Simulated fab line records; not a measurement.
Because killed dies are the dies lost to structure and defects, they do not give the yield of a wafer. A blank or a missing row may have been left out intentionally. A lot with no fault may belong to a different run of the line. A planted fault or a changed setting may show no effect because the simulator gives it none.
Chamber matching + flow sky130 + SKY_FIELD_ISO_ETCH_17 on rieSi-02: 4 sister chambers
The step etches Si in HBr/Cl2/O2, target depth 342 nm, time 97.7 s. 8 wafers are shown with their chamber, then 12 later ones without.

== WAFERS WITH THEIR CHAMBER ==
| wafer  | chamber | drypumpMotorCurrentA (A) | oesProductAu (a.u.) |
|--------|---------|--------------------------|---------------------|
| L084.5 | 1       | 5.0                      | 0.987               |
| L088.3 | 0       | 5.5                      | 1.003               |
| L088.4 | 2       | 6.2                      | 1.020               |
| L089.2 | 2       | 6.1                      | 1.017               |
| L089.4 | 1       | 5.0                      | 0.991               |
| L091.2 | 0       | 5.5                      | 0.994               |
| L091.3 | 3       | 5.6                      | 1.006               |
| L091.5 | 3       | 5.6                      | 1.000               |

== WAFERS MISSING THEIR CHAMBER ==
| wafer  | drypumpMotorCurrentA (A) | oesProductAu (a.u.) |
|--------|--------------------------|---------------------|
| L092.1 | 6.2                      | 1.016               |
| L092.3 | 5.0                      | 1.001               |
| L092.5 | 6.2                      | 1.010               |
| L093.3 | 6.2                      | 1.012               |
| L093.4 | 5.5                      | 0.994               |
| L093.6 | 5.6                      | 1.001               |
| L094.1 | 5.0                      | 0.982               |
| L094.5 | 4.9                      | 0.996               |
| L094.6 | 5.5                      | 0.998               |
| L095.1 | 5.6                      | 1.005               |
| L095.4 | 5.5                      | 0.996               |
| L095.5 | 6.1                      | 1.027               |

== WHICH CHAMBER EACH WENT THROUGH ==
| wafer  | from the rows above | in truth |
|--------|---------------------|----------|
| L092.1 | 2                   | 2        |
| L092.3 | 1                   | 1        |
| L092.5 | 2                   | 2        |
| L093.3 | 2                   | 2        |
| L093.4 | 0                   | 0        |
| L093.6 | 3                   | 3        |
| L094.1 | 1                   | 1        |
| L094.5 | 1                   | 1        |
| L094.6 | 0                   | 0        |
| L095.1 | 3                   | 3        |
| L095.4 | 0                   | 0        |
| L095.5 | 2                   | 2        |
Correct placement for 12 of the 12. Can't be placed from these rows: 0. Number placed wrongly: 0.
How it was worked out, from the rows above alone: a wafer's distance from a chamber is the root of the sum, over the readings, of the square of ((its reading less the chamber's mean) divided by the reading's scatter). If the next closest chamber is less than 2 further off than the closest, the wafer can't be placed; otherwise it belongs to the closest. A chamber's mean is the mean of its shown wafers. The scatter: the root of (the sum of the squares of (reading less its chamber's mean) over the shown wafers, divided by (wafers less chambers)).
